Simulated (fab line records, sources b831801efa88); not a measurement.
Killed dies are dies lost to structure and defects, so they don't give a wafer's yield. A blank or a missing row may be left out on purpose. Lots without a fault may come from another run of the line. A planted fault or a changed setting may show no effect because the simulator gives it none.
Which tool did it? | flow gf180mcu | 12 lots, 35 wafers sampled, at 4 steps of a route of 602

WHAT THE GAUGES READ, wafer by wafer
GF_STI_CD_MEAS_12: target cd 220 nm.
lot  | measured    | on        | cd_nm (nm)
L243 | day 2 06:23 | cd_sem-01 | 220.0 220.5 220.1
L244 | day 2 11:13 | cd_sem-02 | 218.6 219.1 218.8
L245 | day 2 16:35 | cd_sem-02 | 219.0 217.5 219.7
L246 | day 2 22:16 | cd_sem-02 | 221.8 222.1 221.6
L248 | day 3 08:06 | cd_sem-02 | 220.4 220.5 220.8
L251 | day 3 23:29 | cd_sem-01 | 218.5 218.2 219.9
L253 | day 4 09:53 | cd_sem-02 | 220.1 219.4 220.7
L254 | day 4 14:52 | cd_sem-02 | 219.9 220.7 220.9
L255 | day 4 20:36 | cd_sem-02 | 219.0 219.0 218.9
L257 | day 5 08:02 | cd_sem-01 | 220.2 220.7 220.1
L260 | day 5 21:59 | cd_sem-02 | 219.8 220.3 219.4
L261 | day 6 02:11 | cd_sem-02 | 218.2 219.0

GF_STI_THK_MEAS_30.
lot  | measured    | on            | STI_OXIDATION_02_THK (nm)
L243 | day 2 10:44 | film_metro-02 | 9.93 10.01 9.89
L244 | day 2 16:43 | film_metro-04 | 9.74 9.94 9.94
L245 | day 2 21:55 | film_metro-04 | 10.16 10.15 10.19
L246 | day 3 02:38 | film_metro-02 | 10.03 10.08 10.02
L248 | day 3 13:42 | film_metro-02 | 10.21 9.99 10.23
L251 | day 4 05:13 | film_metro-02 | 9.81 9.72 9.61
L253 | day 4 14:32 | film_metro-03 | 10.23 10.24 9.95
L254 | day 4 19:11 | film_metro-04 | 9.71 9.84 9.80
L255 | day 5 01:13 | film_metro-04 | 9.72 9.70 9.75
L257 | day 5 12:21 | film_metro-03 | 9.96 9.98 9.95
L260 | day 6 03:18 | film_metro-02 | 9.95 10.06 10.17
L261 | day 6 06:32 | film_metro-03 | 9.66 9.58

WHICH TOOL RAN EACH LOT (tool, then ch and the chambers of the sampled wafers, then the start)
lot  | GF_STI_ETCH_14                  | GF_STI_STRIP_15
L243 | rie_si-01 ch 0,1,3, day 2 06:35 | plasma_asher-03 ch 0,1, day 2 06:40
L244 | rie_si-01 ch 2,3, day 2 11:23   | plasma_asher-03 ch 0,1, day 2 11:28
L245 | rie_si-01 ch 1,2,3, day 2 16:47 | plasma_asher-02 ch 0,1, day 2 16:52
L246 | rie_si-01 ch 0,3, day 2 22:28   | plasma_asher-03 ch 0,1, day 2 22:32
L248 | rie_si-02 ch 0,3, day 3 08:18   | plasma_asher-03 ch 0,1, day 3 08:22
L251 | rie_si-01 ch 0,1,3, day 3 23:41 | plasma_asher-01 ch 0,1, day 3 23:46
L253 | rie_si-02 ch 0,2, day 4 10:05   | plasma_asher-01 ch 0,1, day 4 10:10
L254 | rie_si-02 ch 0,2, day 4 15:04   | plasma_asher-03 ch 0,1, day 4 15:08
L255 | rie_si-02 ch 0,2, day 4 20:48   | plasma_asher-03 ch 0,1, day 4 20:52
L257 | rie_si-02 ch 0,2, day 5 08:11   | plasma_asher-02 ch 0,1, day 5 08:18
L260 | rie_si-02 ch 0,1, day 5 22:11   | plasma_asher-02 ch 0,1, day 5 22:16
L261 | rie_si-02 ch 0,2, day 6 02:23   | plasma_asher-02 ch 1, day 6 02:28
- GF_STI_ETCH_14: etches Si in HBr/Cl2/O2, target depth 360 nm, time 102.9 s.
- GF_STI_STRIP_15: strips in O2/N2.

WHAT THE TOOLS THEMSELVES READ (means of the sampled wafers that have a number; where no wafer has one, the mark that the record gives instead)
GF_STI_ETCH_14.
lot  | tool      | drypump_motor_current_A (A) | oes_product_au (a.u.) | run_length_s (s) | throttle_valve_pct (%)
L243 | rie_si-01 | 5.3                         | 1.002                 | 131.0            | 25.644
L244 | rie_si-01 | 5.7                         | 1.002                 | 130.4            | 25.657
L245 | rie_si-01 | 5.7                         | 0.993                 | 130.7            | 25.655
L246 | rie_si-01 | 5.1                         | 1.000                 | 131.3            | 25.654
L248 | rie_si-02 | 5.9                         | 0.994                 | 131.1            | 25.656
L251 | rie_si-01 | 5.3                         | 0.997                 | 131.0            | 25.652
L253 | rie_si-02 | 6.2                         | 0.998                 | 131.0            | 25.657
L254 | rie_si-02 | 6.2                         | 1.007                 | 131.2            | 25.656
L255 | rie_si-02 | 6.2                         | 1.000                 | 131.1            | 25.658
L257 | rie_si-02 | 6.1                         | 0.999                 | 128.3            | 25.656
L260 | rie_si-02 | 6.1                         | 0.999                 | 128.3            | 25.651
L261 | rie_si-02 | 6.0                         | 0.998                 | 126.7            | 25.652

GF_STI_STRIP_15.
lot  | tool            | drypump_motor_current_A (A) | heater_power_w (W) | o2_flow_sccm (sccm) | oes_product_au (a.u.) | strip_time_to_endpoint_s (s)
L243 | plasma_asher-03 | 5.5                         | 353                | 2986                | 0.381                 | 3.71
L244 | plasma_asher-03 | 5.8                         | 354                | 3002                | 0.383                 | 3.69
L245 | plasma_asher-02 | 5.6                         | 330                | 2996                | 0.386                 | 3.76
L246 | plasma_asher-03 | 5.8                         | 353                | 3006                | 0.385                 | 3.70
L248 | plasma_asher-03 | 5.5                         | 353                | 2994                | 0.383                 | 3.75
L251 | plasma_asher-01 | 5.6                         | 312                | 2999                | 0.378                 | 3.73
L253 | plasma_asher-01 | 5.6                         | 311                | 3005                | 0.384                 | 3.77
L254 | plasma_asher-03 | 5.7                         | 359                | 2992                | 0.384                 | 3.71
L255 | plasma_asher-03 | 5.5                         | 349                | 3007                | 0.382                 | 3.71
L257 | plasma_asher-02 | 5.6                         | 366                | 2995                | 0.386                 | 3.76
L260 | plasma_asher-02 | 5.6                         | 329                | 3007                | 0.385                 | 3.75
L261 | plasma_asher-02 | 5.5                         | 400                | 3005                | 0.389                 | 3.79

THE ANSWER, worked out from the rows above alone
Rule: what is usual is taken from the lots themselves. Put in order of their means at a reading, lots are off if they are a third of the lots or fewer, leave a main group of 4 or more, and stand apart from it by a gap of 3 or more times the standard deviation of the main group's means; of several such gaps the widest counts. A main group whose means are all the same, to the digits that the tables above print for the reading, isn't used. A lot without any number at a reading at which 4 lots or more have one is off too. The other lots that the step has rows for count as sound. The gauges are gone through in route order, then the tools' own readings, and for those a lot's mean is taken as printed above. The first step at which some lot is off is used, and at that step the reading that is off furthest; a lot without a number counts as furthest.
Off: L257, L260, L261, at GF_STI_ETCH_14 (run_length_s). The main group: mean 131.0 s, standard deviation 0.26.
A tool fits if, at that step or a process step before it, it ran every lot that is off, and no sound lot after the first of them. One fits: rie_si-02 at GF_STI_ETCH_14. Its last sound lot is L255 (day 4 20:48), its first lot that is off L257 (day 5 08:11): a fault that began between those two fits.
The tool's own readings at GF_STI_ETCH_14 bear it out: on the lots that are off they differ by more than 5 times the standard deviation of the sound lots' means. run_length_s reads 127.8 s there against 131.0 s on the sound lots.

WHAT THE SIMULATOR HAD PUT IN
Process parameter drift: rie_si-02, from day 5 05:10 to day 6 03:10, at GF_STI_ETCH_14. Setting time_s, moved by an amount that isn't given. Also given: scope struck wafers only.
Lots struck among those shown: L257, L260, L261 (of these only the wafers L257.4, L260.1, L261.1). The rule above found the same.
